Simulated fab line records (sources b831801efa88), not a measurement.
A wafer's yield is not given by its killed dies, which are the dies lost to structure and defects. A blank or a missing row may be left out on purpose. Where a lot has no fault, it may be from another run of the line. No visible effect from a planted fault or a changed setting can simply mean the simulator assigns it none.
Chamber matching | flow gf180mcu | GF_V5_CMP_04 on cmp-02: 4 sister chambers
The step polishes SiO2. 18 wafers are shown with their chamber, then 9 later ones without.

EACH WAFER AND ITS CHAMBER
wafer  | chamber | motor-current-A (A)
L938.1 | 3       | 10.4
L938.2 | 2       | 11.4
L938.6 | 0       | 11.4
L945.3 | 1       | 13.4
L945.5 | 2       | 11.8
L945.6 | 3       | 10.3
L944.1 | 1       | 13.4
L944.2 | 3       | 11.6
L944.3 | 0       | 11.9
L946.3 | 1       | 13.7
L946.4 | 3       | 11.2
L946.5 | 3       | 11.6
L951.2 | 3       | 11.5
L951.3 | 1       | 14.2
L951.5 | 2       | 12.3
L956.4 | 2       | 11.8
L956.5 | 0       | 11.5
L956.6 | 1       | 13.4

SIGNATURES (means of the wafers above)
reading         | chamber 0 | chamber 1 | chamber 2 | chamber 3 | scatter within a chamber
motor-current-A | 11.600    | 13.620    | 11.825    | 11.100    | 0.45
Rule: a wafer's distance from a chamber is the root of the sum, over the readings, of the square of ((its reading less the chamber's mean) divided by the reading's scatter). The wafer belongs to the nearest chamber; if the next one is less than 2 further off, it can't be placed. The scatter is the square root of a quotient: the sum, over the shown wafers, of each reading's squared deviation from its chamber's mean, divided by wafers minus chambers.

WAFERS WITHOUT THEIR CHAMBER
wafer  | motor-current-A (A)
L958.1 | 14.1
L958.3 | 12.1
L958.4 | 11.4
L959.2 | 11.3
L959.4 | 12.0
L959.6 | 12.0
L960.2 | 11.8
L960.5 | 11.3
L960.6 | 13.7

CHAMBER TAKEN BY EACH
wafer  | from the rows above          | in truth
L958.1 | 1                            | 1
L958.3 | can't be placed: 2 or 0 or 3 | 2
L958.4 | can't be placed: 0 or 3 or 2 | 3
L959.2 | can't be placed: 3 or 0 or 2 | 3
L959.4 | can't be placed: 2 or 0 or 3 | 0
L959.6 | can't be placed: 2 or 0 or 3 | 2
L960.2 | can't be placed: 2 or 0 or 3 | 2
L960.5 | can't be placed: 3 or 0 or 2 | 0
L960.6 | 1                            | 1
Placed correctly: 2 of 9. These rows do not allow placing 7 (true chamber among the candidates in 7). Wrongly placed: 0.
